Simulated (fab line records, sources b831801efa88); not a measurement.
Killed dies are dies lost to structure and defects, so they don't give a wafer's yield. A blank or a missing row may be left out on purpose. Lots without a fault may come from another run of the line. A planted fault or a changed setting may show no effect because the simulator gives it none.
Chamber matching | flow sfq_line | SFQ_TRILAYER_I4_CMP_CMP_100 on cmp-01: 4 sister chambers
The step polishes SiO2. 18 wafers are shown with their chamber, then 9 later ones without.

WAFERS WITH THEIR CHAMBER
wafer  | chamber | motor_current_A (A) | time_to_endpoint_s (s)
L103.1 | 1       | 9.9                 | 197
L103.2 | 0       | 9.2                 | 214
L103.3 | 3       | 9.9                 | 214
L104.1 | 1       | 10.0                | 214
L104.5 | 0       | 9.1                 | 227
L104.6 | 1       | 10.0                | 219
L108.4 | 0       | 8.9                 | 221
L108.1 | 2       | 10.1                | 211
L108.5 | 3       | 10.6                | 225
L109.2 | 0       | 8.4                 | 216
L109.3 | 3       | 9.9                 | 220
L109.6 | 2       | 9.4                 | 212
L114.3 | 0       | 8.7                 | 217
L114.2 | 2       | 10.1                | 196
L114.4 | 3       | 10.8                | 214
L115.2 | 1       | 9.9                 | 204
L115.5 | 1       | 10.0                | 208
L115.6 | 0       | 8.7                 | 221

SIGNATURES (means of the wafers above)
reading            | chamber 0 | chamber 1 | chamber 2 | chamber 3 | scatter within a chamber
motor_current_A    | 8.833     | 9.960     | 9.867     | 10.300    | 0.32
time_to_endpoint_s | 219.33    | 208.40    | 206.33    | 218.25    | 6.8
Rule: a wafer's distance from a chamber is the root of the sum, over the readings, of the square of ((its reading less the chamber's mean) divided by the reading's scatter). The wafer belongs to the nearest chamber; if the next one is less than 2 further off, it can't be placed. The scatter: the root of (the sum of the squares of (reading less its chamber's mean) over the shown wafers, divided by (wafers less chambers)).

WAFERS WITHOUT THEIR CHAMBER
wafer  | motor_current_A (A) | time_to_endpoint_s (s)
L120.1 | 10.5                | 211
L120.4 | 10.2                | 209
L120.5 | 10.2                | 204
L123.2 | 11.0                | 219
L123.4 | 8.4                 | 236
L123.5 | 9.6                 | 219
L124.2 | 9.1                 | 223
L124.4 | 9.7                 | 210
L124.5 | 9.9                 | 202

WHICH CHAMBER EACH WENT THROUGH
wafer  | from the rows above               | in truth
L120.1 | can't be placed: 3 or 1 or 2      | 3
L120.4 | can't be placed: 1 or 2 or 3      | 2
L120.5 | can't be placed: 1 or 2 or 3      | 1
L123.2 | can't be placed: 3 or 1 or 2      | 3
L123.4 | 0                                 | 0
L123.5 | can't be placed: 1 or 2 or 3 or 0 | 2
L124.2 | 0                                 | 0
L124.4 | can't be placed: 2 or 1 or 3      | 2
L124.5 | can't be placed: 2 or 1           | 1
Placed correctly: 2 of 9. Can't be placed from these rows: 7 (the true chamber is among the candidates in 7). Placed wrongly: 0.
